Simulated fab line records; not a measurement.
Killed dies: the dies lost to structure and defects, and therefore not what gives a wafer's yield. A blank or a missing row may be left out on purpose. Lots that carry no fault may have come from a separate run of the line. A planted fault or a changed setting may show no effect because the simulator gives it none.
Which tool did it? | flow sky130 | 10 lots with 28 wafers sampled at 4 steps, on a route of 708 steps

## WHAT EACH GAUGE READ, for each wafer
SKY_CAPM_RS_MEAS_03: measures by four-point-probe.
lot  | measured     | on            | CAPM_TIN_RS (ohm/sq)
L421 | day 35 22:23 | film_metro-04 | 6.98 7.02 6.95
L422 | day 36 15:47 | film_metro-04 | 7.01 7.04 6.96
L424 | day 37 12:36 | film_metro-02 | 6.92 6.94 6.85
L429 | day 39 00:29 | film_metro-03 | 6.87 18.27
L430 | day 39 03:38 | film_metro-04 | 18.03 17.60
L437 | day 41 12:00 | film_metro-03 | 6.96 6.98 6.98
L439 | day 41 22:35 | film_metro-04 | 6.86 6.87 6.91
L441 | day 42 22:26 | film_metro-03 | 6.92 6.95 7.01
L443 | day 43 07:01 | film_metro-04 | 6.93 6.90 6.90
L444 | day 43 09:16 | film_metro-03 | 6.86 6.89 6.83

## WHICH TOOL RAN EACH LOT (tool, then ch and the chambers of the sampled wafers, then the start)
lot  | SKY_LI_CONTACT_SPUTTER_19    | SKY_VIA2_STRIP_16                    | SKY_CAPM_SPUTTER_02
L421 | pvd_sputter-04, day 28 17:43 | plasma_asher-03 ch 1, day 35 20:47   | pvd_sputter-01, day 35 22:17
L422 | pvd_sputter-01, day 29 12:40 | plasma_asher-04 ch 0,1, day 36 14:08 | pvd_sputter-03, day 36 15:39
L424 | pvd_sputter-03, day 30 10:03 | plasma_asher-04 ch 0,1, day 37 10:58 | pvd_sputter-03, day 37 12:26
L429 | pvd_sputter-04, day 32 02:00 | plasma_asher-04 ch 0,1, day 38 22:53 | pvd_sputter-03, day 39 00:23
L430 | pvd_sputter-01, day 32 03:26 | plasma_asher-03 ch 1, day 39 02:02   | pvd_sputter-03, day 39 03:29
L437 | pvd_sputter-03, day 34 19:29 | plasma_asher-02 ch 0,1, day 41 10:20 | pvd_sputter-04, day 41 11:50
L439 | pvd_sputter-03, day 35 04:23 | plasma_asher-03 ch 0, day 41 20:57   | pvd_sputter-03, day 41 22:28
L441 | pvd_sputter-04, day 36 05:29 | plasma_asher-03 ch 0,1, day 42 20:47 | pvd_sputter-03, day 42 22:20
L443 | pvd_sputter-01, day 36 15:11 | plasma_asher-03 ch 0,1, day 43 05:18 | pvd_sputter-04, day 43 06:53
L444 | pvd_sputter-04, day 36 22:58 | plasma_asher-03 ch 0,1, day 43 07:35 | pvd_sputter-01, day 43 09:08
- SKY_LI_CONTACT_SPUTTER_19: material Ti, target thk 20 nm, time 106.37 s.
- SKY_VIA2_STRIP_16: strips in O2/N2.
- SKY_CAPM_SPUTTER_02: material TiN, target thk 200 nm, time 166.7 s.

## THE ANSWER, worked out from the rows above alone
Rule: usual is defined by the lots themselves. Put in order of their means at a reading, lots are off if they are a third of the lots or fewer, leave a main group of 4 or more, and stand apart from it by a gap of 3 or more times the standard deviation of the main group's means; of several such gaps the widest counts. The tables above print the reading to a certain number of digits; a main group whose means all agree to those digits is not used. Also off: a lot with no number at a reading for which 4 or more lots have one. Where the step has rows for the other lots, those lots are counted as sound.
Off: at SKY_CAPM_RS_MEAS_03 (CAPM_TIN_RS), L429, L430. The main group: mean 6.93 ohm/sq, standard deviation 0.049.
A tool fits if, at a process step before that reading, it ran every lot that is off, and no sound lot after the first of them. The gauges at SKY_CAPM_RS_MEAS_03 are tried like those tools. None of those tried fits.

## WHAT THE SIMULATOR PUT IN
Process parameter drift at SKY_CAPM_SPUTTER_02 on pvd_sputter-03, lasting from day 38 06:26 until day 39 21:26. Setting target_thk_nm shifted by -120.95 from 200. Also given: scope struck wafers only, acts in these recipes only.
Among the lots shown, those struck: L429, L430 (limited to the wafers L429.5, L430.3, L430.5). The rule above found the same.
